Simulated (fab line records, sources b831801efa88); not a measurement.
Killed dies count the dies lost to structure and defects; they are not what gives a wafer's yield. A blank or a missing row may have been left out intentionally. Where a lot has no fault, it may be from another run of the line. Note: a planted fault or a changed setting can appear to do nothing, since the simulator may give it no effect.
Split-lot experiment || flow sky130 || 5 lots, 23 wafers read, on a route of 708 steps

THE SPLIT
At SKY_LI_CONTACT_CMP_02 (polishes PSG), the setting leave-above-ref-nm was moved away from the recipe's 597.2 nm on 6 of the 23 wafers read, by +3.8% to +7.4%. This setting was run at the recipe's value on the other wafers.

FROM THE SPLIT TO THE READING: what the file shows between them, 4 steps
- SKY_LI_CONTACT_COAT_07: resist thk 450 nm (also split here: spin-rpm)
- SKY_LI_CONTACT_SOFTBAKE_08: time 90 s
- SKY_LI_CONTACT_EXPOSE_09: exposes mask LICM1, target cd 170 nm
- SKY_LI_CONTACT_ETCH_14: etches BARC in N2/H2, stops on SiO2, time 45.9 s, target depth 60 nm

THE READING
oes-product-au, in a.u., at SKY_LI_CONTACT_ETCH_15 (etches PSG in C4F8/O2/Ar, stops on Si, target depth 600 nm). Fault-free wafers of this fab line usually give 0.837 a.u., standard deviation 0.004 a.u.

{"wafer": "L074.1", "tool, chamber at the split": "cmp-02, 0", "leave-above-ref-nm as run, nm": 597.2, "against the recipe": "recipe", "oes-product-au, a.u.": 0.832, "against lot-mates on the recipe": "-"}
{"wafer": "L074.4", "tool, chamber at the split": "cmp-02, 1", "leave-above-ref-nm as run, nm": 597.2, "against the recipe": "recipe", "oes-product-au, a.u.": 0.831, "against lot-mates on the recipe": "-"}
{"wafer": "L074.5", "tool, chamber at the split": "cmp-02, 2", "leave-above-ref-nm as run, nm": 597.2, "against the recipe": "recipe", "oes-product-au, a.u.": 0.837, "against lot-mates on the recipe": "-"}
{"wafer": "L078.1", "tool, chamber at the split": "cmp-02, 1", "leave-above-ref-nm as run, nm": 597.2, "against the recipe": "recipe", "oes-product-au, a.u.": 0.827, "against lot-mates on the recipe": "-"}
{"wafer": "L078.2", "tool, chamber at the split": "cmp-02, 3", "leave-above-ref-nm as run, nm": 619.7, "against the recipe": "+3.8%", "oes-product-au, a.u.": 0.848, "against lot-mates on the recipe": "+0.017"}
{"wafer": "L078.3", "tool, chamber at the split": "cmp-02, 2", "leave-above-ref-nm as run, nm": 619.7, "against the recipe": "+3.8%", "oes-product-au, a.u.": 0.862, "against lot-mates on the recipe": "+0.031"}
{"wafer": "L078.4", "tool, chamber at the split": "cmp-02, 0", "leave-above-ref-nm as run, nm": 619.7, "against the recipe": "+3.8%", "oes-product-au, a.u.": 0.851, "against lot-mates on the recipe": "+0.020"}
{"wafer": "L078.5", "tool, chamber at the split": "cmp-02, 3", "leave-above-ref-nm as run, nm": 597.2, "against the recipe": "recipe", "oes-product-au, a.u.": 0.836, "against lot-mates on the recipe": "-"}
{"wafer": "L075.1", "tool, chamber at the split": "cmp-01, 3", "leave-above-ref-nm as run, nm": 641.6, "against the recipe": "+7.4%", "oes-product-au, a.u.": 0.871, "against lot-mates on the recipe": "+0.037"}
{"wafer": "L075.2", "tool, chamber at the split": "cmp-01, 2", "leave-above-ref-nm as run, nm": 597.2, "against the recipe": "recipe", "oes-product-au, a.u.": 0.829, "against lot-mates on the recipe": "-"}
{"wafer": "L075.3", "tool, chamber at the split": "cmp-01, 0", "leave-above-ref-nm as run, nm": 641.6, "against the recipe": "+7.4%", "oes-product-au, a.u.": 0.872, "against lot-mates on the recipe": "+0.038"}
{"wafer": "L075.4", "tool, chamber at the split": "cmp-01, 1", "leave-above-ref-nm as run, nm": 597.2, "against the recipe": "recipe", "oes-product-au, a.u.": 0.839, "against lot-mates on the recipe": "-"}
{"wafer": "L075.5", "tool, chamber at the split": "cmp-01, 0", "leave-above-ref-nm as run, nm": 641.6, "against the recipe": "+7.4%", "oes-product-au, a.u.": 0.870, "against lot-mates on the recipe": "+0.036"}
{"wafer": "L080.1", "tool, chamber at the split": "cmp-02, 2", "leave-above-ref-nm as run, nm": 597.2, "against the recipe": "recipe", "oes-product-au, a.u.": 0.841, "against lot-mates on the recipe": "-"}
{"wafer": "L080.2", "tool, chamber at the split": "cmp-02, 1", "leave-above-ref-nm as run, nm": 597.2, "against the recipe": "recipe", "oes-product-au, a.u.": 0.839, "against lot-mates on the recipe": "-"}
{"wafer": "L080.3", "tool, chamber at the split": "cmp-02, 0", "leave-above-ref-nm as run, nm": 597.2, "against the recipe": "recipe", "oes-product-au, a.u.": 0.838, "against lot-mates on the recipe": "-"}
{"wafer": "L080.5", "tool, chamber at the split": "cmp-02, 3", "leave-above-ref-nm as run, nm": 597.2, "against the recipe": "recipe", "oes-product-au, a.u.": 0.839, "against lot-mates on the recipe": "-"}
{"wafer": "L080.6", "tool, chamber at the split": "cmp-02, 2", "leave-above-ref-nm as run, nm": 597.2, "against the recipe": "recipe", "oes-product-au, a.u.": 0.832, "against lot-mates on the recipe": "-"}
{"wafer": "L084.1", "tool, chamber at the split": "cmp-02, 2,1", "leave-above-ref-nm as run, nm": 597.2, "against the recipe": "recipe", "oes-product-au, a.u.": 0.836, "against lot-mates on the recipe": "-"}
{"wafer": "L084.3", "tool, chamber at the split": "cmp-02, 0", "leave-above-ref-nm as run, nm": 597.2, "against the recipe": "recipe", "oes-product-au, a.u.": 0.840, "against lot-mates on the recipe": "-"}
{"wafer": "L084.4", "tool, chamber at the split": "cmp-02, 3", "leave-above-ref-nm as run, nm": 597.2, "against the recipe": "recipe", "oes-product-au, a.u.": 0.836, "against lot-mates on the recipe": "-"}
{"wafer": "L084.5", "tool, chamber at the split": "cmp-02, 2,1", "leave-above-ref-nm as run, nm": 597.2, "against the recipe": "recipe", "oes-product-au, a.u.": 0.829, "against lot-mates on the recipe": "-"}
{"wafer": "L084.6", "tool, chamber at the split": "cmp-02, 2", "leave-above-ref-nm as run, nm": 597.2, "against the recipe": "recipe", "oes-product-au, a.u.": 0.832, "against lot-mates on the recipe": "-"}
When a row names more than one chamber, that row covers several wafers, and the file does not tell which wafer ran in which chamber.

THE FIT
A straight line over all 23 wafers: oes-product-au changes by +0.00488 a.u. for each +1% of leave-above-ref-nm; r = +0.95; the points scatter about the line by 0.0044 a.u.
The same after taking each lot's own level away (the mean of its wafers on the recipe; 23 wafers): +0.00513 a.u. for each +1%; r = +0.96; scatter 0.0042 a.u.
That fit puts the effect of the largest move of leave-above-ref-nm on the reading at 0.038 a.u.
The lots' own levels span 0.8315 to 0.8378 a.u., that is 1.6 times the standard deviation above.
Consequently the slope shifts little with the lot-to-lot level, the two slopes agreeing.
Check: +0.0388 a.u. against its lot-mates is what the line predicts for one of the wafers moved furthest among these (+7.4%) when that wafer is left out of the fit. It came out at +0.037 a.u. against them.

ADDITIONAL SPLITS CARRIED BY THESE WAFERS
These wafers also went through other splits before the reading. Each is held against what the fit with the lots' levels taken away leaves over:
{"other split on the same wafers": "SKY_SD_P_EXPOSE_04 dose-mj", "wafers away from the commonest value": 9, "r with oes-product-au (lot level and that fit taken away)": "+0.15"}
{"other split on the same wafers": "SKY_SD_P_IMPLANT_09 dose-cm2", "wafers away from the commonest value": 7, "r with oes-product-au (lot level and that fit taken away)": -0.19}
{"other split on the same wafers": "SKY_LI_CONTACT_COAT_07 spin-rpm", "wafers away from the commonest value": 9, "r with oes-product-au (lot level and that fit taken away)": "+0.24"}

THE WHOLE CHAIN: every reading that the file lists as answering this split, in the file's order
{"step": "SKY_LI_CONTACT_CMP_02", "what it does": "polishes PSG", "reading": "PSG_of_LI_CONTACT_HDPCVD_00.thk-nm (the simulator's own value, which no gauge read)", "change (the file's fit)": "+5.79 nm for each +1% of the setting", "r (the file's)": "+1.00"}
{"step": "SKY_LI_CONTACT_ETCH_15", "what it does": "etches PSG in C4F8/O2/Ar, stops on Si, target depth 600 nm", "reading": "oes-product-au", "change (the file's fit)": "+0.00513 a.u. for each +1% of the setting", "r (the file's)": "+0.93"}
{"step": "SKY_LI_CONTACT_ETCH_15", "what it does": "etches PSG in C4F8/O2/Ar, stops on Si, target depth 600 nm", "reading": "LI_CONTACT.feature-depth-nm (the simulator's own value, which no gauge read)", "change (the file's fit)": "+5.79 nm for each +1% of the setting", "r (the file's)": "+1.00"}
{"step": "SKY_LI_CONTACT_ETCH_15", "what it does": "etches PSG in C4F8/O2/Ar, stops on Si, target depth 600 nm", "reading": "etch.depth-nm (the simulator's own value, which no gauge read)", "change (the file's fit)": "+5.64 nm for each +1% of the setting", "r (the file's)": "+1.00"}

THE FILE'S OWN FIT
oes-product-au changes by +0.00513 a.u. for each +1% of leave-above-ref-nm, r = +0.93.
